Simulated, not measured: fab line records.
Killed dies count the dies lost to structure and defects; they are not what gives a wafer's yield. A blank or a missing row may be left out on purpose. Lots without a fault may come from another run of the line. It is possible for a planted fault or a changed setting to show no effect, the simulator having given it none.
Which tool was responsible?    flow sky130    7 lots with 21 wafers sampled at 2 steps, on a route of 708 steps

== WHAT EACH GAUGE READ, for each wafer ==
SKY_LI_CONTACT_BOW_MEAS_03.
lot   measured      on             LI_CONTACT_BOW (um)
L792  day 28 10:41  film_metro-01  58 47 46
L794  day 29 06:56  film_metro-01  55 50 46
L796  day 30 00:08  film_metro-03  66 46 60
L798  day 30 18:08  film_metro-02  63 39 65
L800  day 31 07:11  film_metro-01  48 51 50
L804  day 32 11:18  film_metro-01  54 50 56
L813  day 36 14:10  film_metro-03  52 57 60

== WHICH TOOL RAN EACH LOT (tool, then ch and the chambers of the sampled wafers, then the start) ==
lot   SKY_POLY_GATE_ETCH_17
L792  rie_si-01 ch 0,3, day 16 22:37
L794  rie_si-02 ch 0,1,2, day 17 20:46
L796  rie_si-01 ch 0,1,3, day 18 13:28
L798  rie_si-01 ch 0,2,3, day 19 11:17
L800  rie_si-01 ch 1,2,3, day 19 22:25
L804  rie_si-02 ch 1,2,3, day 21 09:23
L813  rie_si-01 ch 1,3, day 25 11:08
- SKY_POLY_GATE_ETCH_17: etches poly-Si in HBr/Cl2, stops on SiO2, target depth 180 nm, time 70.5 s.

== THE ANSWER, worked out from the rows above alone ==
Rule: the usual values come from the lots themselves. The widest of any qualifying gaps counts: lots, ordered by their means at a reading, are off when they make up no more than a third of the lots, leave a main group of 4 or more, and stand apart from it by 3 or more times the standard deviation of that group's means. Not used: any main group whose means are identical at the precision the tables above print for the reading. A lot without any number at a reading at which 4 lots or more have one is off too. The other lots that the step has rows for count as sound.
None of the lots is off at any reading shown; this tells nothing.

== WHAT THE SIMULATOR PUT IN ==
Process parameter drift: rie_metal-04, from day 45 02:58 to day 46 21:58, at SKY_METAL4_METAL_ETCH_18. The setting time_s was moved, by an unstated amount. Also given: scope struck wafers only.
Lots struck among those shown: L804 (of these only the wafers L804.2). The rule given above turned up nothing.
